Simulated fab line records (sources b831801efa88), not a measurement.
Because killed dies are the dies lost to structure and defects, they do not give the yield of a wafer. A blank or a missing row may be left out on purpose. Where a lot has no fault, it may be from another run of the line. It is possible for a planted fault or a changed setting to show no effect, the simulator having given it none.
Matching of chambers | flow sky130 | SKY_POLY_GATE_ETCH_16 on rie diel-02: 4 sister chambers
The step etches Si3N4 in CH3F/O2, stops on poly-Si, time 147.5 s, target depth 75 nm. 8 wafers are shown with their chamber, then 9 later ones without.

WAFERS, EACH WITH ITS CHAMBER
wafer  | chamber | oes product au (a.u.) | throttle valve pct (%)
L079.6 | 2       | 0.642                 | 10.540
L081.2 | 3       | 0.639                 | 10.538
L083.1 | 2       | 0.643                 | 10.528
L083.3 | 1       | 0.629                 | 10.546
L083.6 | 1       | 0.646                 | 10.528
L085.1 | 0       | 0.635                 | 10.529
L085.5 | 0       | 0.634                 | 10.540
L085.6 | 3       | 0.636                 | 10.533

WAFERS WITH NO CHAMBER GIVEN
wafer  | oes product au (a.u.) | throttle valve pct (%)
L089.1 | 0.642                 | 10.537
L089.3 | 0.642                 | 10.543
L089.6 | 0.643                 | 10.542
L094.2 | 0.637                 | 10.534
L094.3 | 0.644                 | 10.519
L094.4 | 0.640                 | 10.528
L095.1 | 0.627                 | 10.530
L095.3 | 0.639                 | 10.524
L095.5 | 0.637                 | 10.534

WHICH CHAMBER EACH WENT THROUGH
wafer  | from the rows above               | in truth
L089.1 | can't be placed: 2 or 1 or 3 or 0 | 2
L089.3 | can't be placed: 1 or 2 or 3 or 0 | 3
L089.6 | can't be placed: 2 or 1 or 3 or 0 | 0
L094.2 | can't be placed: 3 or 1 or 0 or 2 | 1
L094.3 | can't be placed: 2 or 3 or 1 or 0 | 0
L094.4 | can't be placed: 2 or 3 or 1 or 0 | 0
L095.1 | can't be placed: 0 or 3 or 1 or 2 | 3
L095.3 | can't be placed: 2 or 3 or 0 or 1 | 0
L095.5 | can't be placed: 3 or 1 or 0 or 2 | 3
Placed correctly: 0 of 9. Cannot be placed on the basis of these rows: 9; the candidates contain the true chamber in 9. Placed wrongly: 0.
How it was worked out, from the rows above alone: a wafer's distance from a chamber is the root of the sum, over the readings, of the square of ((its reading less the chamber's mean) divided by the reading's scatter). The wafer belongs to the nearest chamber; if the next one is less than 2 further off, it can't be placed. Each chamber's mean is taken over the wafers shown for it. The scatter is the square root of a quotient: the sum, over the shown wafers, of each reading's squared deviation from its chamber's mean, divided by wafers minus chambers.
